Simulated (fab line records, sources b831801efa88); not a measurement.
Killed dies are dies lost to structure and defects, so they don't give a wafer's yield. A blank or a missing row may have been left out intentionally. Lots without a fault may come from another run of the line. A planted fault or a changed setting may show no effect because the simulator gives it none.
fab line records	flow gf180mcu	part 1 of 2: steps 1 to 28 of 38
[record] lots = 5	wafers = 15	last-day = 34
route steps=602 shown HV_LDD@231 NSD@235 PSD@248 SAB@264
lots untouched by any fault: they come from a run of this same line in which no faults occurred
start-h: hours from the record's first day to the start of the lot's first wafer shown	wait-h: how many hours have passed since the lot's step before this one	" identical to the entry in the row above	L1.1+2: a single row standing in for several wafers	- either no value or no given start	* or withheld: withheld	< > ~ a bound
route shown NAME@n: a module of which the file shows steps, and the number in the route of the first	usual: average and standard deviation across the fault-free wafers	same: alike in all rows	chamber/n: place in a boat	sites: each site's reading	_std_site: standard deviation of those values	_edge_site: mean of outer sites minus mean of inner sites	radius-mm: for every site, how far away it sits from the centre of the wafer	mask NAME#n: copy n	behind: the last tool/chamber to shape the wafer	hold: why the lot went on hold/how many hours it stayed there/how the hold came to an end	device: the n, p or np transistor that did not switch	end of line: the tests these same wafers got at the end of their route	step lacking rows: just its recipe	killed: the dies lost at the first sort to structure and to defects; this is not the yield of the wafer	map: the dies of a wafer, with x for killed, . for not killed, _ for no die there
set.NAME: the setting that was run; set.NAME@STEP: the one run at that earlier step	model.NAME: the simulator's own value behind a step, which no gauge read
lots seen at some steps along the route; tables by step, rows by wafer
services: the hour from which a tool's chamber was out of use, counted from the record's first day as start-h (under 0 if before that day), plus the number of hours and why
[[steps]]
[step GF_HV_LDD_THK_MEAS_55]
[recipe] reads = SiO2_of_HV_LDD_CVD_54
[usual] HV_LDD_CVD_54_THK = 10.04/0.13
lot.wafer	tool	chamber	start-h	wait-h	HV_LDD_CVD_54_THK[nm]
L079.2	film-metro-01	-	318.74	0.0	9.79
L079.3	"	-	"	"	9.82
L079.6	"	-	"	"	9.87
L083.1	film-metro-01	-	346.77	0.0	9.85
L083.4	"	-	"	"	9.94
L083.6	"	-	"	"	9.99
L086.3	film-metro-01	-	375.84	0.0	10.16
L086.4	"	-	"	"	10.13
L086.5	"	-	"	"	10.07
L093.1	film-metro-02	-	433.57	0.0	10.04
L093.5	"	-	"	"	10.01
L093.6	"	-	"	"	10.07
L094.1	film-metro-02	-	439.12	0.0	10.06
L094.3	"	-	"	"	10.08
L094.6	"	-	"	"	10.03
[step GF_HV_LDD_CVD_56]
[recipe] material = Si3N4	precursor = DCS/NH3	target-thk-nm = 90	temp-c = 770	time-s = 1543	pressure-mtorr = 250
lot.wafer	tool	chamber	start-h	wait-h
L079.2+3+6	lpcvd-01	0	318.79	0.0
L083.1+4+6	lpcvd-02	1	346.83	0.1
L086.3+4+5	lpcvd-01	0	375.88	0.0
L093.1+5+6	lpcvd-01	0	433.63	0.1
L094.1+3+6	lpcvd-02	0	439.18	0.1
[step GF_HV_LDD_THK_MEAS_57]
[recipe] reads = Si3N4_of_HV_LDD_CVD_56
[usual] HV_LDD_CVD_56_THK = 90.1/0.79
lot.wafer	tool	chamber	start-h	wait-h	HV_LDD_CVD_56_THK[nm]
L079.2	film-metro-04	-	320.23	0.0	91.1
L079.3	"	-	"	"	89.3
L079.6	"	-	"	"	89.6
L083.1	film-metro-04	-	348.26	0.0	89.4
L083.4	"	-	"	"	89.5
L083.6	"	-	"	"	89.5
L086.3	film-metro-04	-	377.32	0.0	89.5
L086.4	"	-	"	"	89.6
L086.5	"	-	"	"	89.3
L093.1	film-metro-04	-	435.06	0.0	89.3
L093.5	"	-	"	"	89.1
L093.6	"	-	"	"	89.5
L094.1	film-metro-04	-	440.61	0.0	91.1
L094.3	"	-	"	"	90.8
L094.6	"	-	"	"	90.9
[step GF_HV_LDD_ETCHBACK_58]
[recipe] chemistry = CH3F/O2	target = Si3N4	stop-on = SiO2	source-w = 400	bias-w = 80	pressure-mtorr = 25	ch3f-flow-sccm = 40	O2_flow_sccm = 30	time-s = 100	target-depth-a = 900
[usual] drypump-motor-current-A = 5.6/0.48	oes-product-au = 0.843/0.0067	throttle-valve-pct = 10.561/0.009
lot.wafer	tool	chamber	start-h	wait-h	drypump-motor-current-A	oes-product-au	rf-hours-counter-h	throttle-valve-pct
L079.2	rie-diel-03	2	320.28	0.0	6.4	0.852	9	10.577
L079.3	"	3	"	"	4.8	0.839	16	10.557
L079.6	"	1	"	"	6.0	0.839	-	10.572
L083.1	rie-diel-02	3	348.32	0.1	6.0	0.845	83	10.565
L083.4	"	2	"	"	5.0	0.838	4	10.559
L083.6	"	3	"	"	6.0	0.834	-	10.558
L086.3	rie-diel-02	1	377.36	0.0	5.9	0.841	5	10.566
L086.4	"	0	"	"	5.3	0.847	28	10.570
L086.5	"	1	"	"	5.9	0.842	-	10.550
L093.1	rie-diel-02	2	435.12	0.1	5.0	0.844	5	10.566
L093.5	"	0	"	"	5.3	0.836	-	10.557
L093.6	"	3	"	"	6.0	0.850	-	10.578
L094.1	rie-diel-03	3	440.67	0.1	4.8	0.841	20	10.545
L094.3	"	0	"	"	5.6	0.846	41	10.557
L094.6	"	0	"	"	5.6	0.848	-	10.560
[step GF_NSD_DEHYDRATE_00]
[recipe] temp-c = 200	time-s = 60
[usual] chill-plate-temp-C = 22.96/0.12
lot.wafer	tool	chamber	start-h	wait-h	chill-plate-temp-C
L079.2	litho-track-01	0	330.26	10.0	22.83
L079.3	"	0	"	"	22.89
L079.6	"	0	"	"	22.98
L083.1	litho-track-02	0	358.80	10.4	22.85
L083.4	"	0	"	"	22.92
L083.6	"	0	"	"	22.92
L086.3	litho-track-02	0	388.00	10.6	22.86
L086.4	"	0	"	"	22.87
L086.5	"	0	"	"	23.07
L093.1	litho-track-03	0	446.14	11.0	22.90
L093.5	"	0	"	"	22.95
L093.6	"	0	"	"	22.88
L094.1	litho-track-03	0	451.99	11.3	23.13
L094.3	"	0	"	"	23.09
L094.6	"	0	"	"	23.07
[step GF_NSD_HMDS_01]
[recipe] prime-time-s = 60	prime-temp-c = 120
[usual] chill-plate-temp-C = 22.99/0.093
[same] prime-time-s = 60
lot.wafer	tool	chamber	start-h	wait-h	chill-plate-temp-C
L079.2	litho-track-01	0	330.41	0.1	23.07
L079.3	"	0	"	"	22.96
L079.6	"	0	"	"	23.07
L083.1	litho-track-02	0	358.95	0.1	23.06
L083.4	"	0	"	"	23.02
L083.6	"	0	"	"	23.13
L086.3	litho-track-02	0	388.15	0.1	23.06
L086.4	"	0	"	"	22.98
L086.5	"	0	"	"	23.01
L093.1	litho-track-03	0	446.29	0.1	22.94
L093.5	"	0	"	"	23.03
L093.6	"	0	"	"	22.94
L094.1	litho-track-03	0	452.14	0.1	23.13
L094.3	"	0	"	"	23.02
L094.6	"	0	"	"	23.11
[step GF_NSD_COAT_02]
[recipe] resist = NOVOLAK	spin-rpm = 3000	resist-thk-nm = 1000
[usual] chill-plate-temp-C = 23.01/0.11
lot.wafer	tool	chamber	start-h	wait-h	chill-plate-temp-C
L079.2	litho-track-01	0	330.56	0.1	22.91
L079.3	"	0	"	"	23.01
L079.6	"	0	"	"	23.01
L083.1	litho-track-02	0	359.10	0.1	22.95
L083.4	"	0	"	"	23.00
L083.6	"	0	"	"	22.99
L086.3	litho-track-02	0	388.30	0.1	23.10
L086.4	"	0	"	"	23.11
L086.5	"	0	"	"	23.07
L093.1	litho-track-03	0	446.44	0.1	23.13
L093.5	"	0	"	"	23.07
L093.6	"	0	"	"	23.16
L094.1	litho-track-03	0	452.29	0.1	22.96
L094.3	"	0	"	"	23.05
L094.6	"	0	"	"	23.02
[step GF_NSD_SOFTBAKE_03]
[recipe] temp-c = 90	time-s = 60	resist = NOVOLAK
[usual] chill-plate-temp-C = 23.00/0.11
lot.wafer	tool	chamber	start-h	wait-h	chill-plate-temp-C
L079.2	litho-track-01	0	330.71	0.1	22.92
L079.3	"	0	"	"	23.07
L079.6	"	0	"	"	22.98
L083.1	litho-track-02	0	359.25	0.1	22.94
L083.4	"	0	"	"	23.09
L083.6	"	0	"	"	23.02
L086.3	litho-track-02	0	388.45	0.1	22.96
L086.4	"	0	"	"	23.18
L086.5	"	0	"	"	22.97
L093.1	litho-track-03	0	446.59	0.1	23.12
L093.5	"	0	"	"	23.06
L093.6	"	0	"	"	23.15
L094.1	litho-track-03	0	452.44	0.1	23.02
L094.3	"	0	"	"	23.03
L094.6	"	0	"	"	22.96
[step GF_NSD_EXPOSE_04]
[recipe] mask-id = Nplus	target-cd-nm = 400	na = 0.6	source-shape = conventional	sigma-outer = 0.6	dose-mj = 140
[same] sigma-outer = 0.6
lot.wafer	tool	chamber	start-h	wait-h	mask
L079.2+3+6	iline-stepper-01	0	-	-	Nplus#0
L083.1+4+6	iline-stepper-02	0	-	-	Nplus#0
L086.3+4+5	iline-stepper-02	0	-	-	Nplus#0
L093.1+5+6	iline-stepper-01	0	-	-	Nplus#0
L094.1+3+6	iline-stepper-02	0	-	-	Nplus#0
[step GF_NSD_PEB_05]
[recipe] temp-c = withheld	time-s = *	resist = NOVOLAK
[usual] chill-plate-temp-C = *
lot.wafer	tool	chamber	start-h	wait-h	chill-plate-temp-C
L079.2	litho-track-03	0	-	-	*
L079.3	"	0	"	"	*
L079.6	"	0	"	"	*
L083.1	litho-track-03	0	-	-	*
L083.4	"	0	"	"	*
L083.6	"	0	"	"	*
L086.3	litho-track-03	0	-	-	*
L086.4	"	0	"	"	*
L086.5	"	0	"	"	*
L093.1	litho-track-03	0	-	-	*
L093.5	"	0	"	"	*
L093.6	"	0	"	"	*
L094.1	litho-track-03	0	-	-	*
L094.3	"	0	"	"	*
L094.6	"	0	"	"	*
[step GF_NSD_DEVELOP_06]
[recipe] develop-time-s = 60	dev-temp-c = 23
[usual] chill-plate-temp-C = 22.99/0.1
lot.wafer	tool	chamber	start-h	wait-h	chill-plate-temp-C
L079.2	litho-track-03	0	341.22	0.1	23.04
L079.3	"	0	"	"	22.96
L079.6	"	0	"	"	23.09
L083.1	litho-track-03	0	370.09	0.1	22.95
L083.4	"	0	"	"	22.99
L083.6	"	0	"	"	23.12
L086.3	litho-track-03	0	400.24	0.1	23.03
L086.4	"	0	"	"	22.92
L086.5	"	0	"	"	23.02
L093.1	litho-track-03	0	459.14	0.1	23.06
L093.5	"	0	"	"	23.00
L093.6	"	0	"	"	23.15
L094.1	litho-track-03	0	464.54	0.1	22.87
L094.3	"	0	"	"	22.94
L094.6	"	0	"	"	23.13
[step GF_NSD_CD_MEAS_07]
[recipe] target-cd-nm = 400
[usual] cd-nm = 400.0/2.4
lot.wafer	tool	chamber	start-h	wait-h	cd-nm
L079.2	cd-sem-02	-	341.36	0.1	403.8
L079.3	"	-	"	"	400.1
L079.6	"	-	"	"	401.9
L083.1	cd-sem-02	-	370.24	0.1	403.4
L083.4	"	-	"	"	401.6
L083.6	"	-	"	"	400.9
L086.3	cd-sem-02	-	400.38	0.1	403.7
L086.4	"	-	"	"	400.1
L086.5	"	-	"	"	401.4
L093.1	cd-sem-02	-	459.29	0.1	402.9
L093.5	"	-	"	"	401.6
L093.6	"	-	"	"	400.0
L094.1	cd-sem-02	-	464.69	0.1	396.6
L094.3	"	-	"	"	397.6
L094.6	"	-	"	"	396.1
[step GF_NSD_OVL_MEAS_08]
[usual] NSD_OVL = -0.3/1.6
lot.wafer	tool	chamber	start-h	wait-h	NSD_OVL[nm]
L079.2	overlay-02	-	341.47	0.1	-2.3
L079.3	"	-	"	"	-2.2
L079.6	"	-	"	"	-2.9
L083.1	overlay-01	-	370.36	0.1	0.4
L083.4	"	-	"	"	-1.5
L083.6	"	-	"	"	0.4
L086.3	overlay-01	-	400.47	0.1	1.8
L086.4	"	-	"	"	-0.7
L086.5	"	-	"	"	1.2
L093.1	overlay-02	-	459.41	0.1	-0.4
L093.5	"	-	"	"	-0.8
L093.6	"	-	"	"	-0.8
L094.1	overlay-02	-	464.81	0.1	2.3
L094.3	"	-	"	"	1.7
L094.6	"	-	"	"	3.4
[step GF_NSD_IMPLANT_09]
[recipe] species = As	energy-kev = 60	dose-cm2 = 4e+15	tilt-deg = 7
lot.wafer	tool	chamber	start-h	wait-h
L079.2+3+6	implanter-03	0	341.52	0.0
L083.1+4+6	implanter-03	0	370.40	0.0
L086.3+4+5	implanter-02	0	400.55	0.1
L093.1+5+6	implanter-01	0	459.45	0.0
L094.1+3+6	implanter-03	0	464.85	0.0
[step GF_NSD_IMPLANT_10]
[recipe] species = P	energy-kev = 40	dose-cm2 = 5e+14	tilt-deg = 7
lot.wafer	tool	chamber	start-h	wait-h
L079.2+3+6	implanter-03	0	341.67	0.1
L083.1+4+6	implanter-03	0	370.55	0.1
L086.3+4+5	implanter-02	0	400.70	0.1
L093.1+5+6	implanter-01	0	459.60	0.1
L094.1+3+6	implanter-03	0	465.00	0.1
[step GF_NSD_STRIP_11]
[recipe] chemistry = O2/N2	power-w = 1400	pressure-mtorr = 1500	platen-temp-c = 250	o2-flow-sccm = 3000	n2-flow-sccm = 300	overash-fraction = 0.5
[usual] drypump-motor-current-A = 5.6/0.46	heater-power-w = 353/36	oes-product-au = 0.487/0.0044	strip-time-to-endpoint-s = 22.96/0.034
lot.wafer	tool	chamber	start-h	wait-h	drypump-motor-current-A	heater-power-w	oes-product-au	rf-hours-counter-h	strip-time-to-endpoint-s
L079.2	plasma-asher-02	0	341.80	0.1	5.7	350	0.489	67	22.92
L079.3	"	0	"	"	5.7	345	0.478	-	22.95
L079.6	"	1	"	"	5.7	342	0.488	-	22.92
L083.1	plasma-asher-04	0	370.70	0.1	6.2	299	0.489	57	22.94
L083.4	"	1	"	"	5.9	336	0.488	-	22.91
L083.6	"	1	"	"	5.9	327	0.485	-	22.94
L086.3	plasma-asher-03	1	400.83	0.1	4.8	344	0.481	-	22.98
L086.4	"	0	"	"	6.0	417	0.481	-	22.93
L086.5	"	0	"	"	6.0	415	0.478	-	22.94
L093.1	plasma-asher-03	1	459.75	0.1	4.8	351	0.484	85	22.94
L093.5	"	1	"	"	4.8	349	0.485	-	22.93
L093.6	"	0	"	"	6.0	410	0.491	-	22.91
L094.1	plasma-asher-02	0	465.15	0.1	5.7	330	0.495	3	22.97
L094.3	"	1	"	"	5.7	334	0.482	-	23.00
L094.6	"	0	"	"	5.7	333	0.490	-	22.98
[step GF_NSD_TW_MEAS_12]
[usual] NSD_TW = 4221/31
lot.wafer	tool	chamber	start-h	wait-h	NSD_TW
L079.2	film-metro-03	-	341.91	0.1	4284
L079.3	"	-	"	"	4287
L079.6	"	-	"	"	4264
L083.1	film-metro-01	-	370.80	0.1	4195
L083.4	"	-	"	"	4177
L083.6	"	-	"	"	4165
L086.3	film-metro-04	-	400.92	0.1	4201
L086.4	"	-	"	"	4202
L086.5	"	-	"	"	4211
L093.1	film-metro-03	-	459.85	0.1	4246
L093.5	"	-	"	"	4250
L093.6	"	-	"	"	4262
L094.1	film-metro-04	-	465.25	0.1	4242
L094.3	"	-	"	"	4229
L094.6	"	-	"	"	4233
[step GF_PSD_DEHYDRATE_00]
[recipe] temp-c = 200	time-s = 60
[usual] chill-plate-temp-C = 23.01/0.1
lot.wafer	tool	chamber	start-h	wait-h	chill-plate-temp-C
L079.2	litho-track-02	0	351.67	9.8	22.98
L079.3	"	0	"	"	23.06
L079.6	"	0	"	"	23.11
L083.1	litho-track-01	0	382.14	11.3	23.05
L083.4	"	0	"	"	23.14
L083.6	"	0	"	"	23.00
L086.3	litho-track-04	0	411.89	11.0	23.04
L086.4	"	0	"	"	22.94
L086.5	"	0	"	"	22.95
L093.1	litho-track-01	0	471.19	11.3	23.06
L093.5	"	0	"	"	22.95
L093.6	"	0	"	"	22.80
L094.1	litho-track-02	0	477.24	12.0	22.91
L094.3	"	0	"	"	23.05
L094.6	"	0	"	"	22.97
[step GF_PSD_HMDS_01]
[recipe] prime-time-s = 60	prime-temp-c = 120
[usual] chill-plate-temp-C = 22.98/0.1
[same] prime-time-s = 60
lot.wafer	tool	chamber	start-h	wait-h	chill-plate-temp-C
L079.2	litho-track-02	0	351.82	0.1	22.98
L079.3	"	0	"	"	23.06
L079.6	"	0	"	"	23.13
L083.1	litho-track-01	0	382.29	0.1	22.95
L083.4	"	0	"	"	23.06
L083.6	"	0	"	"	23.12
L086.3	litho-track-04	0	412.04	0.1	23.01
L086.4	"	0	"	"	23.07
L086.5	"	0	"	"	23.10
L093.1	litho-track-01	0	471.34	0.1	22.82
L093.5	"	0	"	"	22.97
L093.6	"	0	"	"	22.93
L094.1	litho-track-02	0	477.39	0.1	23.15
L094.3	"	0	"	"	23.09
L094.6	"	0	"	"	22.97
[step GF_PSD_COAT_02]
[recipe] resist = NOVOLAK	spin-rpm = 3000	resist-thk-nm = 1000
[usual] chill-plate-temp-C = 22.99/0.11
lot.wafer	tool	chamber	start-h	wait-h	chill-plate-temp-C
L079.2	litho-track-02	0	351.97	0.1	22.92
L079.3	"	0	"	"	23.08
L079.6	"	0	"	"	23.06
L083.1	litho-track-01	0	382.44	0.1	22.82
L083.4	"	0	"	"	22.99
L083.6	"	0	"	"	22.80
L086.3	litho-track-04	0	412.19	0.1	22.96
L086.4	"	0	"	"	23.08
L086.5	"	0	"	"	22.96
L093.1	litho-track-01	0	471.49	0.1	23.02
L093.5	"	0	"	"	22.99
L093.6	"	0	"	"	22.94
L094.1	litho-track-02	0	477.54	0.1	22.89
L094.3	"	0	"	"	23.04
L094.6	"	0	"	"	23.00
[step GF_PSD_SOFTBAKE_03]
[recipe] temp-c = 90	time-s = 60	resist = NOVOLAK
[usual] chill-plate-temp-C = 23.02/0.1
lot.wafer	tool	chamber	start-h	wait-h	chill-plate-temp-C
L079.2	litho-track-02	0	352.12	0.1	22.96
L079.3	"	0	"	"	23.19
L079.6	"	0	"	"	22.99
L083.1	litho-track-01	0	382.59	0.1	23.01
L083.4	"	0	"	"	23.23
L083.6	"	0	"	"	23.06
L086.3	litho-track-04	0	412.34	0.1	23.25
L086.4	"	0	"	"	23.08
L086.5	"	0	"	"	23.05
L093.1	litho-track-01	0	471.64	0.1	23.12
L093.5	"	0	"	"	23.08
L093.6	"	0	"	"	23.01
L094.1	litho-track-02	0	477.69	0.1	23.13
L094.3	"	0	"	"	23.11
L094.6	"	0	"	"	23.06
[step GF_PSD_EXPOSE_04]
[recipe] mask-id = Pplus	target-cd-nm = 400	na = 0.6	source-shape = conventional	sigma-outer = 0.6	dose-mj = 140
[same] sigma-outer = 0.6
lot.wafer	tool	chamber	start-h	wait-h	mask
L079.2+3+6	iline-stepper-02	0	-	-	Pplus#0
L083.1+4+6	iline-stepper-02	0	-	-	Pplus#0
L086.3+4+5	iline-stepper-02	0	-	-	Pplus#0
L093.1+5+6	iline-stepper-01	0	-	-	Pplus#0
L094.1+3+6	iline-stepper-01	0	-	-	Pplus#0
[step GF_PSD_PEB_05]
[recipe] temp-c = withheld	time-s = *	resist = NOVOLAK
[usual] chill-plate-temp-C = *
lot.wafer	tool	chamber	start-h	wait-h	chill-plate-temp-C
L079.2	litho-track-01	0	-	-	*
L079.3	"	0	"	"	*
L079.6	"	0	"	"	*
L083.1	litho-track-02	0	-	-	*
L083.4	"	0	"	"	*
L083.6	"	0	"	"	*
L086.3	litho-track-02	0	-	-	*
L086.4	"	0	"	"	*
L086.5	"	0	"	"	*
L093.1	litho-track-01	0	-	-	*
L093.5	"	0	"	"	*
L093.6	"	0	"	"	*
L094.1	litho-track-02	0	-	-	*
L094.3	"	0	"	"	*
L094.6	"	0	"	"	*
[step GF_PSD_DEVELOP_06]
[recipe] develop-time-s = 60	dev-temp-c = 23
[usual] chill-plate-temp-C = 23.01/0.091
lot.wafer	tool	chamber	start-h	wait-h	chill-plate-temp-C
L079.2	litho-track-01	0	363.16	0.1	22.99
L079.3	"	0	"	"	23.17
L079.6	"	0	"	"	23.08
L083.1	litho-track-02	0	393.70	0.1	22.90
L083.4	"	0	"	"	23.02
L083.6	"	0	"	"	22.88
L086.3	litho-track-02	0	423.75	0.1	22.94
L086.4	"	0	"	"	22.84
L086.5	"	0	"	"	23.01
L093.1	litho-track-01	0	484.24	0.1	22.96
L093.5	"	0	"	"	23.05
L093.6	"	0	"	"	22.75
L094.1	litho-track-02	0	489.84	0.1	22.91
L094.3	"	0	"	"	22.98
L094.6	"	0	"	"	23.00
[step GF_PSD_CD_MEAS_07]
[recipe] target-cd-nm = 400
[usual] cd-nm = 400.2/2.7
lot.wafer	tool	chamber	start-h	wait-h	cd-nm
L079.2	cd-sem-01	-	363.31	0.1	398.0
L079.3	"	-	"	"	400.2
L079.6	"	-	"	"	398.1
L083.1	cd-sem-02	-	393.85	0.1	401.5
L083.4	"	-	"	"	401.3
L083.6	"	-	"	"	398.4
L086.3	cd-sem-01	-	423.89	0.1	398.5
L086.4	"	-	"	"	398.7
L086.5	"	-	"	"	400.4
L093.1	cd-sem-01	-	484.39	0.1	408.2
L093.5	"	-	"	"	407.9
L093.6	"	-	"	"	407.1
L094.1	cd-sem-02	-	489.99	0.1	404.4
L094.3	"	-	"	"	404.2
L094.6	"	-	"	"	403.3
[step GF_PSD_OVL_MEAS_08]
[usual] PSD_OVL = 1.3/1.3
lot.wafer	tool	chamber	start-h	wait-h	PSD_OVL[nm]
L079.2	overlay-01	-	363.41	0.1	0.6
L079.3	"	-	"	"	0.6
L079.6	"	-	"	"	1.0
L083.1	overlay-02	-	393.97	0.1	3.5
L083.4	"	-	"	"	3.4
L083.6	"	-	"	"	1.7
L086.3	overlay-01	-	423.98	0.1	2.2
L086.4	"	-	"	"	1.5
L086.5	"	-	"	"	0.1
L093.1	overlay-02	-	484.51	0.1	1.3
L093.5	"	-	"	"	0.6
L093.6	"	-	"	"	1.1
L094.1	overlay-02	-	490.11	0.1	2.6
L094.3	"	-	"	"	1.8
L094.6	"	-	"	"	1.1
[step GF_PSD_IMPLANT_09]
[recipe] species = BF2	energy-kev = 40	dose-cm2 = 1.5e+15	tilt-deg = 7
lot.wafer	tool	chamber	start-h	wait-h
L079.2+3+6	implanter-03	0	363.47	0.0
L083.1+4+6	implanter-02	0	394.00	0.0
L086.3+4+5	implanter-02	0	424.05	0.1
L093.1+5+6	implanter-03	0	484.54	0.0
L094.1+3+6	implanter-04	0	490.15	0.0
[step GF_PSD_STRIP_10]
[recipe] chemistry = O2/N2	power-w = 1400	pressure-mtorr = 1500	platen-temp-c = 250	o2-flow-sccm = 3000	n2-flow-sccm = 300	overash-fraction = 0.5
[usual] drypump-motor-current-A = 5.8/0.53	heater-power-w = 367/35	oes-product-au = 0.592/0.0047	strip-time-to-endpoint-s = 16.51/0.036
lot.wafer	tool	chamber	start-h	wait-h	drypump-motor-current-A	heater-power-w	oes-product-au	rf-hours-counter-h	strip-time-to-endpoint-s
L079.2	plasma-asher-03	1	363.59	0.1	4.8	348	0.586	74	16.53
L079.3	"	1	"	"	4.8	337	0.585	-	16.56
L079.6	"	1	"	"	4.8	354	0.596	-	16.52
L083.1	plasma-asher-03	1	394.15	0.1	4.8	349	0.597	78	16.47
L083.4	"	1	"	"	4.8	353	0.588	-	16.43
L083.6	"	1	"	"	4.8	354	0.591	-	16.45
L086.3	plasma-asher-01	1	424.18	0.1	6.5	417	0.593	-	16.50
L086.4	"	0	"	"	6.1	338	0.589	-	16.49
L086.5	"	1	"	"	6.5	410	0.593	-	16.47
L093.1	plasma-asher-01	0	484.69	0.1	6.1	329	0.601	37	16.46
L093.5	"	0	"	"	6.1	325	0.588	-	16.48
L093.6	"	1	"	"	6.5	403	0.592	-	16.50
L094.1	plasma-asher-03	1	490.30	0.1	4.8	354	0.593	89	16.49
L094.3	"	1	"	"	4.8	356	0.589	-	16.50
L094.6	"	0	"	"	6.0	425	0.588	-	16.51
